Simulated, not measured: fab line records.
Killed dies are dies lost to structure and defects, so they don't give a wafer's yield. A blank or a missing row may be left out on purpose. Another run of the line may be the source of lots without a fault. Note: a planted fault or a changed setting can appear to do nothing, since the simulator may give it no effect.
Chamber matching + flow gf180mcu + rie-diel-03 running GF_V3_ETCH_16: 4 sister chambers
The step etches BARC in N2/H2. 7 wafers are shown with their chamber, then 7 later ones without.

## WAFERS, EACH WITH ITS CHAMBER
| wafer  | chamber | drypump-motor-current-A (A) | throttle-valve-pct (%) |
|--------|---------|-----------------------------|------------------------|
| L477.5 | 0       | 5.6                         | 13.217                 |
| L482.1 | 2       | 5.0                         | 13.233                 |
| L484.1 | 3       | 5.0                         | 13.223                 |
| L484.2 | 1       | 5.0                         | 13.229                 |
| L484.6 | 1       | 5.0                         | 13.234                 |
| L488.1 | 2       | 5.0                         | 13.236                 |
| L488.3 | 3       | 5.1                         | 13.207                 |

## WAFERS MISSING THEIR CHAMBER
| wafer  | drypump-motor-current-A (A) | throttle-valve-pct (%) |
|--------|-----------------------------|------------------------|
| L488.4 | 5.0                         | 13.214                 |
| L490.2 | 5.0                         | 13.208                 |
| L490.3 | 5.0                         | 13.213                 |
| L490.4 | 5.0                         | 13.242                 |
| L500.1 | 5.6                         | 13.226                 |
| L500.2 | 5.0                         | 13.219                 |
| L500.6 | 5.0                         | 13.231                 |

## WHICH CHAMBER EACH ONE RAN IN
| wafer  | from the rows above          | in truth |
|--------|------------------------------|----------|
| L488.4 | can't be placed: 3 or 1 or 2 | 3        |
| L490.2 | can't be placed: 3 or 1      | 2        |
| L490.3 | can't be placed: 3 or 1 or 2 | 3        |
| L490.4 | can't be placed: 2 or 1      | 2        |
| L500.1 | 0                            | 0        |
| L500.2 | can't be placed: 3 or 1 or 2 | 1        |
| L500.6 | can't be placed: 1 or 2      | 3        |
Correctly placed: 1 of 7. Unplaceable from these rows: 6, with the true chamber sitting among the candidates in 4. Number placed wrongly: 0.
How it was worked out, from the rows above alone: a wafer's distance from a chamber is the root of the sum, over the readings, of the square of ((its reading less the chamber's mean) divided by the reading's scatter). If the next closest chamber is less than 2 further off than the closest, the wafer can't be placed; otherwise it belongs to the closest. For every chamber, the mean is computed from those of its wafers that are shown. The scatter: the root of (the sum of the squares of (reading less its chamber's mean) over the shown wafers, divided by (wafers less chambers)).
